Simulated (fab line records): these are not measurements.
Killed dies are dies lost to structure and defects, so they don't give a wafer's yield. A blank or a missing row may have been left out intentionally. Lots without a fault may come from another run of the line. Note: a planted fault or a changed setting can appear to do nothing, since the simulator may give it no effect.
The tool behind it: which one?	flow sky130	24 lots, 72 wafers sampled, at 4 steps of a route of 708

WHAT EACH GAUGE READ, for each wafer
SKY_CONTACT_CD_MEAS_14: the cd target is 170 nm. Usual: cd_nm 169.9 nm, standard deviation 1.5.
lot	measured	on	cd_nm (nm)	flag
L074	day 31 01:04	cd_sem-01	171.2 171.9 172.3	
L076	day 32 05:17	cd_sem-01	169.3 169.1 167.9	
L075	day 32 11:23	cd_sem-02	169.4 169.8 169.1	
L078	day 32 19:05	cd_sem-01	172.2 172.2 171.8	
L077	day 33 00:45	cd_sem-01	168.0 169.3 169.3	
L079	day 33 11:10	cd_sem-01	168.9 169.1 169.4	
L080	day 33 14:14	cd_sem-01	169.5 169.9 168.6	
L081	day 33 18:52	cd_sem-01	170.0 170.4 169.0	
L082	day 34 02:05	cd_sem-01	170.0 171.5 171.9	
L083	day 34 07:56	cd_sem-02	168.3 167.6 169.0	
L084	day 35 02:14	cd_sem-01	170.4 170.6 169.5	
L085	day 35 04:15	cd_sem-02	170.0 170.4 169.8	
L086	day 35 04:20	cd_sem-01	168.8 168.9 169.1	
L087	day 35 07:14	cd_sem-01	170.4 171.9 170.2	
L088	day 35 17:05	cd_sem-01	168.6 169.0 169.2	
L090	day 36 22:22	cd_sem-02	171.1 170.9 169.1	
L089	day 36 23:26	cd_sem-02	166.2 166.0 166.0	
L091	day 37 06:09	cd_sem-02	169.4 169.1 171.9	
L093	day 37 14:23	cd_sem-02	172.1 171.0 170.8	
L092	day 37 16:26	cd_sem-02	169.5 170.4 168.5	
L094	day 37 14:47	cd_sem-02	171.5 173.1 171.9	
L096	day 38 04:50	cd_sem-01	168.9 168.5 168.8	
L095	day 38 07:11	cd_sem-02	169.5 169.6 168.1	
L097	day 38 20:43	cd_sem-02	171.3 172.2 170.8	

WHAT TOOL EACH LOT RAN ON (gives the tool, then ch and the chambers of the sampled wafers, and finally the start)
lot	SKY_VT_ADJUST_LVTN_STRIP_20	SKY_LI_CONTACT_ETCH_14	SKY_CONTACT_CVD_00
L074	plasma_asher-02 ch 0, day 7 12:10	rie_diel-02 ch 0,1,2, day 28 14:33	pecvd-01 ch 0,2, day 29 20:43
L076	plasma_asher-02 ch 0, day 8 11:35	rie_diel-01 ch 1,3, day 29 19:54	pecvd-01 ch 0,1, day 31 01:36
L075	plasma_asher-04 ch 0,1, day 8 11:55	rie_diel-02 ch 0,1,3, day 30 02:33	pecvd-01 ch 0,1,2, day 31 08:01
L078	plasma_asher-03 ch 0,1, day 8 19:14	rie_diel-03 ch 2,3, day 30 08:33	pecvd-04 ch 0,1, day 31 14:39
L077	plasma_asher-02 ch 0,1, day 8 20:16	rie_diel-01 ch 1,2,3, day 30 14:09	pecvd-02 ch 0,1,2, day 31 20:09
L079	plasma_asher-04 ch 0,1, day 9 01:16	rie_diel-01 ch 0,1,2, day 31 01:32	pecvd-04 ch 1,2, day 32 07:45
L080	plasma_asher-03 ch 0,1, day 9 08:23	rie_diel-01 ch 0,1,2, day 31 06:26	pecvd-01 ch 0,1,2, day 32 11:50
L081	plasma_asher-02 ch 0,1, day 9 13:58	rie_diel-01 ch 1,2,3, day 31 10:33	pecvd-01 ch 0,2, day 32 16:23
L082	plasma_asher-03 ch 0,1, day 9 21:46	rie_diel-03 ch 0,1, day 31 17:42	pecvd-04 ch 0,1, day 32 23:40
L083	plasma_asher-03 ch 0,1, day 10 08:04	rie_diel-03 ch 0,2,3, day 32 01:14	pecvd-01 ch 0,1, day 33 06:12
L084	plasma_asher-02 ch 0,1, day 10 11:23	rie_diel-03 ch 0,1,3, day 32 22:50	pecvd-04 ch 1,2, day 34 02:01
L085	plasma_asher-02 ch 0,1, day 10 20:34	rie_diel-03 ch 0,1,3, day 33 00:47	pecvd-01 ch 0,1,2, day 34 04:17
L086	plasma_asher-02 ch 0,1, day 10 22:22	rie_diel-01 ch 2,3, day 33 01:16	pecvd-04 ch 0,2, day 34 04:39
L087	plasma_asher-03 ch 0,1, day 11 05:40	rie_diel-01 ch 0,1,3, day 33 03:42	pecvd-02 ch 0,1,2, day 34 07:47
L088	plasma_asher-03 ch 0,1, day 11 14:22	rie_diel-03 ch 0,1,2, day 33 16:18	pecvd-01 ch 0,2, day 34 18:34
L090	plasma_asher-03 ch 0,1, day 12 20:37	rie_diel-01 ch 0,3, day 34 19:03	pecvd-02 ch 0, day 35 19:42
L089	plasma_asher-04 ch 0,1, day 12 20:38	rie_diel-03 ch 0,1,3, day 34 20:39	pecvd-01 ch 0,1, day 35 21:07
L091	plasma_asher-04 ch 0,1, day 12 22:49	rie_diel-02 ch 1,2, day 35 02:28	pecvd-02 ch 0, day 36 04:45
L093	plasma_asher-03 ch 0,1, day 13 03:10	rie_diel-01 ch 0,3, day 35 07:42	pecvd-01 ch 0,1,2, day 36 11:21
L092	plasma_asher-04 ch 0,1, day 13 08:13	rie_diel-02 ch 0,1,3, day 35 10:33	pecvd-02 ch 0,2, day 36 13:28
L094	plasma_asher-04 ch 0,1, day 13 08:55	rie_diel-01 ch 1,2, day 35 09:06	pecvd-04 ch 0,1, day 36 12:07
L096	plasma_asher-04 ch 0,1, day 13 23:04	rie_diel-03 ch 0,2,3, day 35 21:14	pecvd-01 ch 1,2, day 37 01:42
L095	plasma_asher-03 ch 0,1, day 13 23:23	rie_diel-01 ch 1,2,3, day 35 23:00	pecvd-04 ch 0,1,2, day 37 03:57
L097	plasma_asher-03 ch 0,1, day 14 14:58	rie_diel-03 ch 0,1,2, day 36 14:53	pecvd-04 ch 1,2, day 37 19:25
- SKY_VT_ADJUST_LVTN_STRIP_20: strips in O2/N2.
- SKY_LI_CONTACT_ETCH_14: etches BARC in N2/H2, stops on SiO2, time 45.9 s, target depth 60 nm.
- SKY_CONTACT_CVD_00: deposits Si3N4, target thk 75 nm.

AS READ BY THE TOOLS THEMSELVES (means over the sampled wafers that have a number; for cases with no such wafer, the mark the record gives instead)
SKY_VT_ADJUST_LVTN_STRIP_20. Usual: drypump_motor_current_A 5.7 A, standard deviation 0.38; oes_product_au 0.716 a.u., standard deviation 0.005; strip_time_to_endpoint_s 14.16 s, standard deviation 0.037.
lot	tool	drypump_motor_current_A (A)	oes_product_au (a.u.)	strip_time_to_endpoint_s (s)	flag
L074	plasma_asher-02	5.6	0.716	14.25	
L076	plasma_asher-02	5.6	0.714	14.13	
L075	plasma_asher-04	5.9	0.716	14.16	
L078	plasma_asher-03	5.8	0.722	14.16	
L077	plasma_asher-02	5.3	0.712	14.12	
L079	plasma_asher-04	5.9	0.715	14.17	
L080	plasma_asher-03	5.9	0.718	14.17	
L081	plasma_asher-02	5.4	0.722	14.10	
L082	plasma_asher-03	5.9	0.714	14.14	
L083	plasma_asher-03	5.8	0.717	14.14	
L084	plasma_asher-02	5.2	0.714	14.17	
L085	plasma_asher-02	5.4	0.718	14.13	
L086	plasma_asher-02	5.4	0.712	14.17	
L087	plasma_asher-03	5.8	0.712	14.18	
L088	plasma_asher-03	5.9	0.713	14.12	
L090	plasma_asher-03	5.9	0.718	14.16	
L089	plasma_asher-04	5.6	0.714	14.22	
L091	plasma_asher-04	6.0	0.720	14.16	
L093	plasma_asher-03	5.7	0.714	14.17	
L092	plasma_asher-04	5.9	0.714	14.19	
L094	plasma_asher-04	6.0	0.713	14.15	
L096	plasma_asher-04	5.9	0.718	14.19	
L095	plasma_asher-03	5.9	0.716	14.13	
L097	plasma_asher-03	5.8	0.713	14.15	

SKY_LI_CONTACT_ETCH_14. Usual: drypump_motor_current_A 5.8 A, standard deviation 0.4; oes_product_au 0.855 a.u., standard deviation 0.0046; throttle_valve_pct 13.224 %, standard deviation 0.01.
lot	tool	drypump_motor_current_A (A)	oes_product_au (a.u.)	throttle_valve_pct (%)	flag
L074	rie_diel-02	5.6	0.850	13.219	
L076	rie_diel-01	6.1	0.856	13.219	
L075	rie_diel-02	5.6	0.857	13.217	
L078	rie_diel-03	5.8	0.856	13.218	
L077	rie_diel-01	6.0	0.857	13.222	
L079	rie_diel-01	5.8	0.858	13.223	
L080	rie_diel-01	5.8	0.854	13.225	
L081	rie_diel-01	6.0	0.857	13.210	
L082	rie_diel-03	5.5	0.853	13.225	
L083	rie_diel-03	5.7	0.851	13.219	
L084	rie_diel-03	5.7	0.855	13.229	
L085	rie_diel-03	5.7	0.859	13.220	
L086	rie_diel-01	6.4	0.858	13.216	
L087	rie_diel-01	5.9	0.858	13.223	
L088	rie_diel-03	5.7	0.853	13.224	
L090	rie_diel-01	6.3	0.850	13.231	
L089	rie_diel-03	5.7	0.858	13.220	
L091	rie_diel-02	5.5	0.857	13.222	
L093	rie_diel-01	6.1	0.853	13.224	
L092	rie_diel-02	5.6	0.854	13.232	
L094	rie_diel-01	5.7	0.853	13.232	
L096	rie_diel-03	5.7	0.853	13.218	
L095	rie_diel-01	6.0	0.856	13.221	
L097	rie_diel-03	5.7	0.853	13.226	

SKY_CONTACT_CVD_00. Usual: heater_power_w 698 W, standard deviation 130.
lot	tool	heater_power_w (W)	flag
L074	pecvd-01	744	
L076	pecvd-01	573	
L075	pecvd-01	680	
L078	pecvd-04	666	
L077	pecvd-02	761	
L079	pecvd-04	628	
L080	pecvd-01	667	
L081	pecvd-01	695	
L082	pecvd-04	655	
L083	pecvd-01	631	
L084	pecvd-04	679	
L085	pecvd-01	648	
L086	pecvd-04	654	
L087	pecvd-02	795	
L088	pecvd-01	696	
L090	pecvd-02	909	
L089	pecvd-01	572	
L091	pecvd-02	980	
L093	pecvd-01	666	
L092	pecvd-02	825	
L094	pecvd-04	652	
L096	pecvd-01	716	
L095	pecvd-04	646	
L097	pecvd-04	656	

THE ANSWER, worked out from the rows above alone
Rule: a lot counts as off when the mean over its wafers that have a number is more than 3 standard deviations away from the usual mean. Also off: a lot with no number at a reading for which 4 or more lots have one. Where the step has rows for the other lots, those lots are counted as sound. First the gauges in route order, then the tools' own readings, where a lot's mean is used as printed above. At the first step where some lot is off, the reading lying furthest off is the one used; lots without a number count as furthest.
No lot is off at any reading shown: from this, nothing can be told.

WHAT THE SIMULATOR HAD INSERTED
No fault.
